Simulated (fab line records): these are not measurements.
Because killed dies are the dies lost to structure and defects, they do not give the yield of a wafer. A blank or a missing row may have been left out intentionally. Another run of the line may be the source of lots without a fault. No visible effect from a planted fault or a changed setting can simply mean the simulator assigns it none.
fab line records	flow sky130
record lots=5	wafers=15	last-day=49
route steps=708 shown PASSIVATION@684 PAD_OPEN@694
lots untouched by any fault: they come from a run of this same line in which no faults occurred
start-h: start of the lot's first displayed wafer, in hours after the record's first day	wait-h: hours from the lot's prior step to this one	" unchanged from the row above	L1.1+2: a row that stands for several wafers	- no value, or no start was given	* or withheld: withheld	< > ~ a bound
route shown NAME@n: a module of which the file shows steps, and the number in the route of the first	usual: mean/standard deviation taken from wafers without a fault	same: alike in all rows	chamber/n: place in a boat	sites: per-site readings	_std_site: the standard deviation of these	_edge_site: the outer-site mean with the inner-site mean subtracted	radius-mm: how far each site lies from the wafer's centre	mask NAME#n: copy n	behind: the last tool/chamber to shape the wafer	hold: why the lot was held/for how many hours/how that ended	device: transistor that didn't switch, given as n, p or np	end of line: the same wafers' tests at the end of the route	step lacking rows: just its recipe	killed: count of dies lost to structure and defects at first sort (not the wafer's yield)	map: per-die view of a wafer (x killed, . not killed, _ where there is no die)
set.NAME: setting as actually run; set.NAME@STEP: the setting as run at that earlier step	model.NAME: the simulator's own value behind a step, which no gauge read
lots at some steps of the route; a table a step, a row a wafer
services: when a tool's chamber went out of use (start-h, in hours from the record's first day, below 0 if earlier), for how many hours, and the reason
## steps
# step SKY_PASSIVATION_THK_MEAS_03
# recipe reads=Si3N4_of_PASSIVATION_CVD_02
# usual PASSIVATION_CVD_02_THK=539/7.1
lot.wafer	tool	chamber	start-h	wait-h	PASSIVATION_CVD_02_THK[nm]
L074.1	film-metro-01	-	1029.36	-	535
L074.2	"	-	"	"	536
L074.3	"	-	"	"	535
L080.2	film-metro-02	-	1062.02	-	541
L080.3	"	-	"	"	541
L080.4	"	-	"	"	547
L082.2	film-metro-02	-	1087.22	-	535
L082.3	"	-	"	"	540
L082.4	"	-	"	"	551
L090.4	film-metro-04	-	1129.16	-	546
L090.5	"	-	"	"	540
L090.6	"	-	"	"	547
L092.1	film-metro-04	-	1140.30	-	533
L092.2	"	-	"	"	525
L092.6	"	-	"	"	546
# step SKY_PASSIVATION_DEHYDRATE_04
# recipe temp-c=200	time-s=60
lot.wafer	tool	chamber	start-h	wait-h
L074.1+2+3	litho-track-03	0	1040.22	10.8
L080.2+3+4	litho-track-03	0	1071.94	9.9
L082.2+3+4	litho-track-02	0	1096.76	9.5
L090.4+5+6	litho-track-02	0	1137.91	8.7
L092.1+2+6	litho-track-02	0	1149.04	8.7
# step SKY_PASSIVATION_HMDS_05
# recipe prime-time-s=60	prime-temp-c=120
lot.wafer	tool	chamber	start-h	wait-h
L074.1+2+3	litho-track-03	0	1040.37	0.1
L080.2+3+4	litho-track-03	0	1072.09	0.1
L082.2+3+4	litho-track-02	0	1096.91	0.1
L090.4+5+6	litho-track-02	0	1138.06	0.1
L092.1+2+6	litho-track-02	0	1149.19	0.1
# step SKY_PASSIVATION_COAT_06
# recipe spin-rpm=2000	resist-thk-nm=3000
# usual dispense-pressure-kPa=45.2/1.6
lot.wafer	tool	chamber	start-h	wait-h	dispense-pressure-kPa
L074.1	litho-track-03	0	1040.52	0.1	46.7
L074.2	"	0	"	"	46.7
L074.3	"	0	"	"	46.6
L080.2	litho-track-03	0	1072.24	0.1	46.7
L080.3	"	0	"	"	46.7
L080.4	"	0	"	"	46.6
L082.2	litho-track-02	0	1097.06	0.1	45.9
L082.3	"	0	"	"	45.8
L082.4	"	0	"	"	45.8
L090.4	litho-track-02	0	1138.21	0.1	45.8
L090.5	"	0	"	"	45.9
L090.6	"	0	"	"	45.8
L092.1	litho-track-02	0	1149.34	0.1	45.8
L092.2	"	0	"	"	45.8
L092.6	"	0	"	"	45.8
# step SKY_PASSIVATION_SOFTBAKE_07
# recipe temp-c=110	time-s=withheld
lot.wafer	tool	chamber	start-h	wait-h
L074.1+2+3	litho-track-03	0	1040.67	0.1
L080.2+3+4	litho-track-03	0	1072.40	0.1
L082.2+3+4	litho-track-02	0	1097.22	0.1
L090.4+5+6	litho-track-02	0	1138.39	0.1
L092.1+2+6	litho-track-02	0	1149.49	0.1
# step SKY_PASSIVATION_EXPOSE_08
# recipe mask-id=NSM	target-cd-nm=3000	na=0.57	dose-mj=260
lot.wafer	tool	chamber	start-h	wait-h	mask
L074.1+2+3	iline-stepper-02	0	-	-	NSM#0
L080.2+3+4	iline-stepper-01	0	-	-	NSM#0
L082.2+3+4	iline-stepper-02	0	-	-	NSM#0
L090.4+5+6	iline-stepper-01	0	-	-	NSM#0
L092.1+2+6	iline-stepper-01	0	-	-	NSM#0
# step SKY_PASSIVATION_PEB_09
# recipe temp-c=115	time-s=withheld
lot.wafer	tool	chamber	start-h	wait-h
L074.1+2+3	litho-track-02	0	-	-
L080.2+3+4	litho-track-03	0	-	-
L082.2+3+4	litho-track-03	0	-	-
L090.4+5+6	litho-track-03	0	-	-
L092.1+2+6	litho-track-04	0	-	-
# step SKY_PASSIVATION_DEVELOP_10
# recipe develop-time-s=60	dev-temp-c=23
# usual developer-temp-C=22.98/0.1
lot.wafer	tool	chamber	start-h	wait-h	developer-temp-C
L074.1	litho-track-02	0	-	-	23.06
L074.2	"	0	"	"	22.94
L074.3	"	0	"	"	22.81
L080.2	litho-track-03	0	-	-	23.07
L080.3	"	0	"	"	23.10
L080.4	"	0	"	"	23.00
L082.2	litho-track-03	0	-	-	23.07
L082.3	"	0	"	"	23.02
L082.4	"	0	"	"	23.09
L090.4	litho-track-03	0	-	-	23.08
L090.5	"	0	"	"	23.02
L090.6	"	0	"	"	22.94
L092.1	litho-track-04	0	-	-	22.91
L092.2	"	0	"	"	23.09
L092.6	"	0	"	"	22.82
# step SKY_PASSIVATION_ETCH_11
# recipe chemistry=CF4/O2	target-depth-nm=725	stop-on=AlCu	source-w=800	bias-w=150	pressure-mtorr=150	cf4-flow-sccm=80	O2_flow_sccm=10	time-s=161.1
# usual drypump-motor-current-A=5.6/0.32	oes-product-au=0.977/0.0075	throttle-valve-pct=5.963/0.009
lot.wafer	tool	chamber	start-h	wait-h	drypump-motor-current-A	oes-product-au	rf-hours-counter-h	throttle-valve-pct
L074.1	rie-diel-01	0	1051.13	-	5.4	0.971	16	5.976
L074.2	"	3	"	"	5.3	0.975	11	5.976
L074.3	"	1	"	"	6.1	0.967	23	5.968
L080.2	rie-diel-03	3	1082.97	-	5.9	0.982	16	5.967
L080.3	"	1	"	"	5.3	0.982	15	5.979
L080.4	"	0	"	"	5.4	0.986	23	5.972
L082.2	rie-diel-02	1	1107.02	-	5.6	0.970	24	5.951
L082.3	"	0	"	"	6.0	0.979	8	5.969
L082.4	"	3	"	"	5.7	0.979	27	5.955
L090.4	rie-diel-01	0	1147.97	-	5.3	0.980	-	5.964
L090.5	"	3	"	"	5.4	0.976	-	5.949
L090.6	"	2	"	"	6.2	0.987	-	5.964
L092.1	rie-diel-03	0	1158.61	-	5.4	0.975	1	5.963
L092.2	"	3	"	"	5.9	0.962	18	5.952
L092.6	"	1	"	"	5.3	0.988	-	5.969
# step SKY_PASSIVATION_STRIP_12
# recipe chemistry=O2/N2	power-w=1400	pressure-mtorr=1500	platen-temp-c=withheld	overash-fraction=0.7	o2-flow-sccm=3000	n2-flow-sccm=300
# usual drypump-motor-current-A=5.70/0.28	oes-product-au=0.661/0.0044	strip-time-to-endpoint-s=31.49/0.14
# same overash-fraction=0.7
lot.wafer	tool	chamber	start-h	wait-h	drypump-motor-current-A	oes-product-au	rf-hours-counter-h	strip-time-to-endpoint-s
L074.1	plasma-asher-03	1	1051.23	0.1	5.89	0.661	126	31.39
L074.2	"	0	"	"	5.51	0.659	126	31.26
L074.3	"	1	"	"	5.90	0.670	-	31.47
L080.2	plasma-asher-02	0	1083.07	0.1	5.63	0.658	34	31.40
L080.3	"	0	"	"	5.65	0.667	-	31.36
L080.4	"	1	"	"	6.00	0.665	-	31.42
L082.2	plasma-asher-02	0	1107.12	0.1	5.65	0.661	37	31.67
L082.3	"	1	"	"	5.97	0.662	-	31.47
L082.4	"	0	"	"	5.62	0.656	-	31.45
L090.4	plasma-asher-03	1	1148.06	0.0	5.92	0.663	-	31.38
L090.5	"	1	"	"	5.92	0.661	-	31.49
L090.6	"	0	"	"	5.49	0.666	-	31.39
L092.1	plasma-asher-04	1	1158.72	0.1	5.98	0.656	73	31.70
L092.2	"	0	"	"	5.24	0.663	73	31.58
L092.6	"	0	"	"	5.25	0.666	-	31.56
# step SKY_PAD_OPEN_DEHYDRATE_00
# recipe temp-c=200	time-s=60
lot.wafer	tool	chamber	start-h	wait-h
L074.1+2+3	litho-track-01	0	1061.44	10.2
L080.2+3+4	litho-track-04	0	1092.79	9.7
L082.2+3+4	litho-track-03	0	1116.24	9.1
L090.4+5+6	litho-track-03	0	1156.64	8.6
L092.1+2+6	litho-track-04	0	1166.81	8.1
# step SKY_PAD_OPEN_HMDS_01
# recipe prime-time-s=60	prime-temp-c=120
lot.wafer	tool	chamber	start-h	wait-h
L074.1+2+3	litho-track-01	0	1061.59	0.1
L080.2+3+4	litho-track-04	0	1092.94	0.1
L082.2+3+4	litho-track-03	0	1116.39	0.1
L090.4+5+6	litho-track-03	0	1156.79	0.1
L092.1+2+6	litho-track-04	0	1166.96	0.1
# step SKY_PAD_OPEN_COAT_02
# recipe spin-rpm=2000	resist-thk-nm=3000
# usual dispense-pressure-kPa=44.6/1.5
lot.wafer	tool	chamber	start-h	wait-h	dispense-pressure-kPa
L074.1	litho-track-01	0	1061.74	0.1	44.6
L074.2	"	0	"	"	44.6
L074.3	"	0	"	"	44.6
L080.2	litho-track-04	0	1093.09	0.1	42.9
L080.3	"	0	"	"	42.9
L080.4	"	0	"	"	42.9
L082.2	litho-track-03	0	1116.54	0.1	46.6
L082.3	"	0	"	"	46.7
L082.4	"	0	"	"	46.7
L090.4	litho-track-03	0	1156.94	0.1	46.6
L090.5	"	0	"	"	46.7
L090.6	"	0	"	"	46.7
L092.1	litho-track-04	0	1167.11	0.1	42.9
L092.2	"	0	"	"	43.0
L092.6	"	0	"	"	42.9
# step SKY_PAD_OPEN_SOFTBAKE_03
# recipe temp-c=110	time-s=withheld
lot.wafer	tool	chamber	start-h	wait-h
L074.1+2+3	litho-track-01	0	1061.89	0.1
L080.2+3+4	litho-track-04	0	1093.25	0.1
L082.2+3+4	litho-track-03	0	1116.70	0.1
L090.4+5+6	litho-track-03	0	1157.12	0.1
L092.1+2+6	litho-track-04	0	1167.26	0.1
# step SKY_PAD_OPEN_EXPOSE_04
# recipe mask-id=PDM	target-cd-nm=60000	na=0.57	dose-mj=260
lot.wafer	tool	chamber	start-h	wait-h	mask
L074.1+2+3	iline-stepper-01	0	-	-	PDM#0
L080.2+3+4	iline-stepper-01	0	-	-	PDM#0
L082.2+3+4	iline-stepper-01	0	-	-	PDM#0
L090.4+5+6	iline-stepper-02	0	-	-	PDM#0
L092.1+2+6	iline-stepper-02	0	-	-	PDM#0
# step SKY_PAD_OPEN_PEB_05
# recipe temp-c=115	time-s=withheld
lot.wafer	tool	chamber	start-h	wait-h
L074.1+2+3	litho-track-04	0	-	-
L080.2+3+4	litho-track-04	0	-	-
L082.2+3+4	litho-track-03	0	-	-
L090.4+5+6	litho-track-04	0	-	-
L092.1+2+6	litho-track-04	0	-	-
# step SKY_PAD_OPEN_DEVELOP_06
# recipe develop-time-s=60	dev-temp-c=23
# usual developer-temp-C=22.98/0.11
lot.wafer	tool	chamber	start-h	wait-h	developer-temp-C
L074.1	litho-track-04	0	-	-	23.01
L074.2	"	0	"	"	22.90
L074.3	"	0	"	"	22.84
L080.2	litho-track-04	0	-	-	23.08
L080.3	"	0	"	"	23.16
L080.4	"	0	"	"	23.13
L082.2	litho-track-03	0	-	-	22.95
L082.3	"	0	"	"	23.03
L082.4	"	0	"	"	22.99
L090.4	litho-track-04	0	-	-	23.15
L090.5	"	0	"	"	23.16
L090.6	"	0	"	"	23.13
L092.1	litho-track-04	0	-	-	23.10
L092.2	"	0	"	"	22.90
L092.6	"	0	"	"	22.91
# step SKY_PAD_OPEN_ETCH_07
# recipe chemistry=CF4/O2	target-depth-nm=725	stop-on=AlCu	source-w=800	bias-w=150	pressure-mtorr=150	cf4-flow-sccm=80	O2_flow_sccm=10	time-s=161.1
# usual drypump-motor-current-A=5.7/0.31	oes-product-au=0.977/0.0064	throttle-valve-pct=5.963/0.0096
lot.wafer	tool	chamber	start-h	wait-h	drypump-motor-current-A	oes-product-au	rf-hours-counter-h	throttle-valve-pct
L074.1	rie-diel-02	0	1072.36	-	6.0	0.973	8	5.983
L074.2	"	3	"	"	5.7	0.984	25	5.973
L074.3	"	2	"	"	5.2	0.981	10	5.973
L080.2	rie-diel-04	3	1103.11	-	6.0	0.980	25	5.961
L080.3	"	0	"	"	5.9	0.968	8	5.966
L080.4	"	0	"	"	5.9	0.975	-	5.974
L082.2	rie-diel-01	1	1126.17	-	6.1	0.968	26	5.974
L082.3	"	2	"	"	6.2	0.979	28	5.969
L082.4	"	3	"	"	5.4	0.980	14	5.969
L090.4	rie-diel-02	1	1165.36	-	5.7	0.981	27	5.960
L090.5	"	1	"	"	5.6	0.975	-	5.963
L090.6	"	0	"	"	6.0	0.985	-	5.955
L092.1	rie-diel-01	0	1176.17	-	5.4	0.971	21	5.964
L092.2	"	3	"	"	5.4	0.954	16	5.964
L092.6	"	2	"	"	6.2	0.982	-	5.960
# step SKY_PAD_OPEN_STRIP_08
# recipe chemistry=O2/N2	power-w=1400	pressure-mtorr=1500	platen-temp-c=withheld	overash-fraction=0.7	o2-flow-sccm=3000	n2-flow-sccm=300
# usual drypump-motor-current-A=5.8/0.4	oes-product-au=0.663/0.0043	strip-time-to-endpoint-s=37.04/0.11
# same overash-fraction=0.7
lot.wafer	tool	chamber	start-h	wait-h	drypump-motor-current-A	oes-product-au	rf-hours-counter-h	strip-time-to-endpoint-s
L074.1	plasma-asher-01	1	1072.47	0.1	6.5	0.671	94	37.08
L074.2	"	0	"	"	6.3	0.657	94	37.02
L074.3	"	0	"	"	6.3	0.660	-	37.03
L080.2	plasma-asher-04	1	1103.22	0.1	6.0	0.668	68	37.11
L080.3	"	0	"	"	5.3	0.663	-	37.05
L080.4	"	1	"	"	6.0	0.664	-	37.15
L082.2	plasma-asher-04	0	1126.27	0.1	5.3	0.666	70	36.93
L082.3	"	0	"	"	5.3	0.667	-	36.91
L082.4	"	1	"	"	6.0	0.669	-	36.82
L090.4	plasma-asher-04	1	1165.50	0.1	6.0	0.664	-	37.03
L090.5	"	1	"	"	5.9	0.664	-	37.02
L090.6	"	0	"	"	5.2	0.662	-	37.02
L092.1	plasma-asher-04	0	1176.27	0.1	5.2	0.658	75	37.18
L092.2	"	1	"	"	6.0	0.660	75	37.13
L092.6	"	0	"	"	5.2	0.660	-	37.09
# step SKY_PAD_OPEN_STRIP_09
# recipe chemistry=post-etch-residue-remover	time-s=1200	temp-c=72.5
# usual bath-heat-duty-pct=13.9/1.4
lot.wafer	tool	chamber	start-h	wait-h	bath-heat-duty-pct
L074.1	wet-bench-03	0	1072.57	0.1	16.1
L074.2	"	0	"	"	16.0
L074.3	"	0	"	"	15.6
L080.2	wet-bench-01	0	1103.32	0.1	14.3
L080.3	"	0	"	"	13.6
L080.4	"	0	"	"	15.9
L082.2	wet-bench-02	0	1126.37	0.1	13.6
L082.3	"	0	"	"	13.5
L082.4	"	0	"	"	13.4
L090.4	wet-bench-03	2	1165.57	0.0	13.6
L090.5	"	2	"	"	13.1
L090.6	"	2	"	"	14.0
L092.1	wet-bench-03	1	1176.37	0.1	13.5
L092.2	"	1	"	"	12.8
L092.6	"	1	"	"	12.0
# step SKY_PAD_OPEN_CLEAN_10
# recipe chemistry=IPA	time-s=180	temp-c=25
# usual bath-heat-duty-pct=6.2/0.76
lot.wafer	tool	chamber	start-h	wait-h	bath-heat-duty-pct
L074.1	wet-bench-01	3	1072.91	0.0	6.6
L074.2	"	3	"	"	6.4
L074.3	"	3	"	"	6.8
L080.2	wet-bench-03	1	1103.73	0.0	4.7
L080.3	"	1	"	"	5.6
L080.4	"	1	"	"	6.0
L082.2	wet-bench-01	3	1126.75	0.0	7.0
L082.3	"	3	"	"	6.8
L082.4	"	3	"	"	6.9
L090.4	wet-bench-01	0	1165.94	0.0	6.6
L090.5	"	0	"	"	6.5
L090.6	"	0	"	"	6.3
L092.1	wet-bench-02	1	1176.71	0.0	5.7
L092.2	"	1	"	"	5.3
L092.6	"	1	"	"	5.1
# step SKY_PAD_OPEN_CLEAN_11
# recipe chemistry=O3/DIW	dry=n2-spin
lot.wafer	tool	chamber	start-h	wait-h
L074.1+2+3	wet-bench-02	0	1072.98	0.0
L080.2+3+4	wet-bench-02	1	1103.79	0.0
L082.2+3+4	wet-bench-03	3	1126.86	0.0
L090.4+5+6	wet-bench-03	3	1166.02	0.0
L092.1+2+6	wet-bench-02	1	1176.84	0.0
# step SKY_PAD_OPEN_ANNEAL_12
# recipe temp-c=400	time-s=withheld	ambient=N2/H2	idle-temp-c=300	ramp-up-c-per-min=8	ramp-down-c-per-min=4
# usual spike-tc-top-C=428.4/2.4
lot.wafer	tool	chamber	start-h	wait-h	spike-tc-top-C
L074.1	furnace-02	0	1073.07	0.0	431.8
L074.2	"	0	"	"	432.5
L074.3	"	0	"	"	430.7
L080.2	furnace-02	0	1103.88	0.0	429.4
L080.3	"	0	"	"	430.0
L080.4	"	0	"	"	431.9
L082.2	furnace-02	0	1126.96	0.0	430.4
L082.3	"	0	"	"	430.8
L082.4	"	0	"	"	431.9
L090.4	furnace-01	0	1166.12	0.0	426.1
L090.5	"	0	"	"	426.2
L090.6	"	0	"	"	427.0
L092.1	furnace-01	0	1177.04	0.0	426.7
L092.2	"	0	"	"	426.1
L092.6	"	0	"	"	425.3
# step SKY_PAD_OPEN_BOW_MEAS_13
# recipe mode=bow
# usual PAD_OPEN_BOW=44/9.4
lot.wafer	tool	chamber	start-h	wait-h	PAD_OPEN_BOW[um]
L074.1	film-metro-02	-	1074.57	-	43
L074.2	"	-	"	"	48
L074.3	"	-	"	"	45
L080.2	film-metro-02	-	1105.40	-	33
L080.3	"	-	"	"	39
L080.4	"	-	"	"	23
L082.2	film-metro-02	-	1128.48	-	34
L082.3	"	-	"	"	38
L082.4	"	-	"	"	48
L090.4	film-metro-03	-	1167.68	-	47
L090.5	"	-	"	"	48
L090.6	"	-	"	"	52
L092.1	film-metro-01	-	1178.54	-	45
L092.2	"	-	"	"	46
L092.6	"	-	"	"	70
# step SKY_PAD_OPEN_PROBE_99
# usual defect-limited-yield=82.5/2	killed_at_M0_to_M3=42/6.6	killed_at_M4_up=3.1/1.9	killed-at-contacts=25/5.7	killed-at-front-end=16/5	killed-at-other=0.2/0.38	killed-dies=86/9.6	killed-on-rim=16/4	killed-open=47/7.2	killed-short=39/6.2	sort_bin_3_pad_short=0.9/0.44	sort_bin_5_function=10.3/1.5	sort_bin_6_memory=6.2/1.1	sort-n-pass=406/9.6	sort-yield-pct=82.5/2
# same gross-dies=492	killed-at-back-side=0	sort_bin_4_leakage[%]=0	sort_bin_8_speed[%]=0
lot.wafer	tool	chamber	start-h	wait-h	defect-limited-yield[%]	killed_at_M0_to_M3	killed_at_M4_up	killed-at-contacts	killed-at-front-end	killed-at-other	killed-dies	killed-on-rim	killed-open	killed-short	sort_bin_3_pad_short[%]	sort_bin_5_function[%]	sort_bin_6_memory[%]	sort-n-pass	sort-yield-pct[%]
L074.1	prober-01	-	1074.69	0.1	83.7	32	2	22	24	0	80	19	48	32	0.8	9.8	5.7	412	83.7
L074.2	prober-01	-	1074.74	0.1	81.5	40	4	31	16	0	91	10	54	37	0	14.4	4.1	401	81.5
L074.3	prober-01	-	1074.79	0.2	82.5	39	3	23	21	0	86	14	48	38	0.4	11.4	5.7	406	82.5
L090.4	prober-01	-	1167.89	0.2	84.1	45	0	19	14	0	78	18	40	38	0.6	8.7	6.5	414	84.1
L090.5	prober-01	-	1167.94	0.2	82.9	39	4	20	21	0	84	18	35	49	1.8	9.8	5.5	408	82.9
L090.6	prober-01	-	1167.99	0.2	81.3	46	2	28	16	0	92	15	54	38	1.0	9.8	7.9	400	81.3
# killed by level:class
L074.1 VIA1:geometric-particle:open=8 LI_CONTACT:geometric-particle:open=7 FIELD_ISO:geometric-particle:short=6 POLY_GATE:geometric-particle:open=6 SPACER:geometric-particle:open=6 CONTACT:geometric-particle:open=6 VIA2:geometric-particle:open=6 FIELD_ISO:geometric-particle:open=4
L074.2 CONTACT:geometric-particle:open=18 LI_CONTACT:geometric-particle:open=6 VIA2:geometric-particle:open=6 VIA2:geometric-particle:short=6 FIELD_ISO:geometric-particle:short=5 VIA1:geometric-particle:open=5 FIELD_ISO:geometric-particle:open=4 LOCAL_INTERCONNECT:geometric-particle:short=4
L074.3 CONTACT:geometric-particle:open=10 VIA1:geometric-particle:open=10 LI_CONTACT:geometric-particle:open=7 VIA2:geometric-particle:open=6 VIA3:geometric-particle:open=5 POLY_GATE:geometric-particle:short=4 SPACER:geometric-particle:short=4 METAL2:geometric-particle:short=4
L090.4 VIA1:geometric-particle:open=10 METAL2:geometric-particle:short=7 VIA1:geometric-particle:short=6 LI_CONTACT:geometric-particle:open=5 CONTACT:geometric-particle:open=5 CONTACT:geometric-particle:short=4 METAL1:geometric-particle:short=4 VIA2:geometric-particle:open=4
L090.5 POLY_GATE:geometric-particle:short=9 METAL2:geometric-particle:short=7 CONTACT:geometric-particle:short=7 VIA1:geometric-particle:open=7 VIA1:geometric-particle:short=7 CONTACT:geometric-particle:open=5 VIA2:geometric-particle:open=5 LOCAL_INTERCONNECT:geometric-particle:short=4
L090.6 CONTACT:geometric-particle:open=16 VIA1:geometric-particle:open=13 LI_CONTACT:geometric-particle:open=6 VIA2:geometric-particle:short=6 POLY_GATE:geometric-particle:short=5 VIA1:geometric-particle:short=5 METAL2:geometric-particle:short=5 VIA3:geometric-particle:open=5
## services
tool	chamber	start-h	hours	kind
iline-stepper-02	-	1022.01	2.1	repair
rie-diel-02	0	1024.27	2.6	repair
plasma-asher-01	-	1031.54	0.4	repair
plasma-asher-03	-	1031.88	1.2	repair
furnace-02	-	1038.77	3.9	pm
rie-diel-03	-	1044.62	12.1	repair
rie-diel-02	-	1051.02	0.4	repair
plasma-asher-03	-	1055.25	9.0	pm
furnace-02	-	1058.51	12.6	pm
rie-diel-03	2	1070.43	4.6	repair
iline-stepper-02	-	1088.82	1.5	repair
rie-diel-02	0	1090.07	14.7	repair
iline-stepper-01	-	1106.25	4.0	repair
furnace-01	-	1126.54	4.4	pm
plasma-asher-02	-	1127.52	0.7	repair
rie-diel-02	3	1133.14	5.8	repair
rie-diel-03	0	1137.41	9.2	repair
rie-diel-01	0	1139.33	3.5	repair
rie-diel-01	1	1139.63	8.3	repair
plasma-asher-03	-	1139.82	4.3	pm
iline-stepper-01	-	1147.35	1.7	pm
rie-diel-03	3	1147.90	3.9	repair
iline-stepper-01	-	1174.87	8.9	pm
rie-diel-03	0	1176.64	1.5	repair
## key
fault none
